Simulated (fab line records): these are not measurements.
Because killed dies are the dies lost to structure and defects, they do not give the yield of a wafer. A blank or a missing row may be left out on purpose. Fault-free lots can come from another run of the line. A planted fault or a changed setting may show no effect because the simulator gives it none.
A lot that was struck, set against a sound lot ; flow sfq line ; 24 out of 325 route steps
Sound: wafers L380.1, L380.3, L380.4. Wafers L394.1, L394.2, L394.5 were the ones struck. The cause comes at the end.
Each step with rows lists, per side, the tool, then ch with its chambers, then its first start. Under that, the readings that differ: sound wafers ; struck wafers ; difference of the means ; sigmas: that difference in standard deviations of wafers without a fault.
alike: readings with means less than 2 such deviations apart, plus words and numbers identical on both sides. not compared: withheld readings, readings lacking a value on some wafer, bounds such as >300 that could conceal the same value, and numbers that have no deviation in the record and whose values overlap.
A row with sigmas, a row that says differs or no value, or rows on one side alone: a step with any of these is where the two part. Numbers that have no deviation but don't overlap get no sigmas and don't part them. A reading missing from all wafers of one side parts the sides only when that side holds two or more wafers.

first, 1 step without rows for these wafers: SFQ_TRILAYER_M6_STRIP_SOLV_CLEAN_164 (cleans in NMP, time 600 s).
SFQ_TRILAYER_I6_DEP_PECVD_165: deposits SiO2 from SiH4/N2O, time 111.11 s, target thk 500 nm.
  sound on pecvd-02 ch 0,1, day 63 17:34; struck on pecvd-01 ch 1,2, day 74 04:14
  alike: heater power w, showerhead vpp V, throttle valve pct
SFQ_TRILAYER_I6_CMP_CMP_166: polishes SiO2.
  sound on cmp-01 ch 0,1,3, day 63 19:57; struck on cmp-01 ch 0,1,3, day 74 04:49
  alike: motor current A, time to endpoint s
SFQ_I6_BOW_MEAS_941:
  struck on film metro-04, day 74 07:19; sound on film metro-04, day 63 22:27
  alike: I6_BOW
SFQ_TRILAYER_I6_METRO_MEASURE_167:
  struck on film metro-04, day 74 07:26; sound on film metro-04, day 63 22:34
  alike: thk nm
then, 6 steps without rows for these wafers: SFQ_TRILAYER_I6_VIA_LITHO_COAT_174 (resist thk 62 nm); SFQ_TRILAYER_I6_VIA_LITHO_COAT_169 (resist thk 650 nm); SFQ_TRILAYER_I6_VIA_LITHO_SOFTBAKE_173; SFQ_TRILAYER_I6_VIA_LITHO_EXPOSE_170 (exposes mask I6, target cd 700 nm); SFQ_TRILAYER_I6_VIA_LITHO_PEB_172 (peb time 60 s); SFQ_TRILAYER_I6_VIA_LITHO_DEVELOP_171 (time 60 s).
-- the record jumps here: 2 days lie between the struck wafers' starts before and after --
SFQ_I6_OVL_MEAS_942:
  struck on overlay-02, day 76 15:10; sound on overlay-02, day 68 14:25
  alike: I6_OVL
SFQ_TRILAYER_I6_VIA_BARC_OPEN_VIA_ETCH_235: etches BARC in O2, target depth 125 nm, time 41.7 s.
  sound on rie diel-04 ch 0,2,3, day 68 14:28; struck on rie diel-04 ch 0,2, day 76 15:12
  no value came back on the struck wafers for any of 5 readings (bias w (W), chamber pressure mTorr (mTorr) and others); on the sound wafers bias w (W) reads 80.00 79.94 79.91
reading;sound;struck;difference;sigmas
model.KrF_of_TRILAYER_I6_VIA_LITHO_COAT_169.thk nm (nm);572.3 571.2 571.1;629.6 628.6 631.3;+58.3;
SFQ_TRILAYER_I6_VIA_ETCH_VIA_ETCH_172: etches SiO2 in CHF3, stops on Nb, target depth 260 nm.
  sound on rie diel-04 ch 0,2,3, day 68 14:30; struck on rie diel-04 ch 0,2, day 76 15:14
reading;sound;struck;difference;sigmas
oes product au (a.u.);0.856 0.851 0.854;0.370 0.375 0.374;-0.481;-89
model.KrF_of_TRILAYER_I6_VIA_LITHO_COAT_169.thk nm (nm);527.1 526.6 526.5;584.4 582.8 586.3;+57.8;
  alike: bias w, chamber pressure mTorr, drypump motor current A
SFQ_TRILAYER_I6_VIA_STRIP_STRIP_173: strips in O2.
  sound on rie metal-04 ch 0,1, day 68 14:37; struck on rie metal-01 ch 0,1, day 76 15:21
  alike: drypump motor current A, oes product au
  not compared: rf hours counter h
then, 2 steps without rows for these wafers: SFQ_TRILAYER_I6_VIA_STRIP_SOLV_CLEAN_174 (cleans in NMP, time 600 s); SFQ_TRILAYER_M7_DEP_PRE_CLEAN_176 (time 22.5 s).
SFQ_TRILAYER_M7_DEP_SPUTTER_175: material Nb, target thk 200 nm, time 133.3 s.
  struck on pvd sputter-06, day 76 16:09; sound on pvd sputter-06, day 68 15:25
  alike: chamber pressure pa, throttle valve pct
SFQ_M7_RS_MEAS_943: measures by four-point-probe.
  struck on film metro-01, day 76 16:14; sound on film metro-04, day 68 15:31
  alike: M7_NB_RS
then, 3 steps without rows for these wafers: SFQ_TRILAYER_M7_LITHO_COAT_182 (resist thk 62 nm); SFQ_TRILAYER_M7_LITHO_COAT_177 (resist thk 600 nm); SFQ_TRILAYER_M7_LITHO_SOFTBAKE_181.
SFQ_TRILAYER_M7_LITHO_EXPOSE_178: exposes mask M7, target cd 500 nm.
  struck on krf scanner-02, day 76 17:10; sound on krf scanner-02 ch 0, day 69 11:51
  no value came back on the struck wafers for exposure dose mJ cm2, focus offset nm (nm); on the sound wafers exposure dose mJ cm2 reads 14.425 14.442 14.433
  alike: mask
then, 1 step without rows for these wafers: SFQ_TRILAYER_M7_LITHO_PEB_180 (peb time 60 s).

## WHERE THEY PART
Last at SFQ_TRILAYER_M7_LITHO_EXPOSE_178 as far as this record goes, first at SFQ_TRILAYER_I6_VIA_BARC_OPEN_VIA_ETCH_235.

WHY: the cause the simulator had injected
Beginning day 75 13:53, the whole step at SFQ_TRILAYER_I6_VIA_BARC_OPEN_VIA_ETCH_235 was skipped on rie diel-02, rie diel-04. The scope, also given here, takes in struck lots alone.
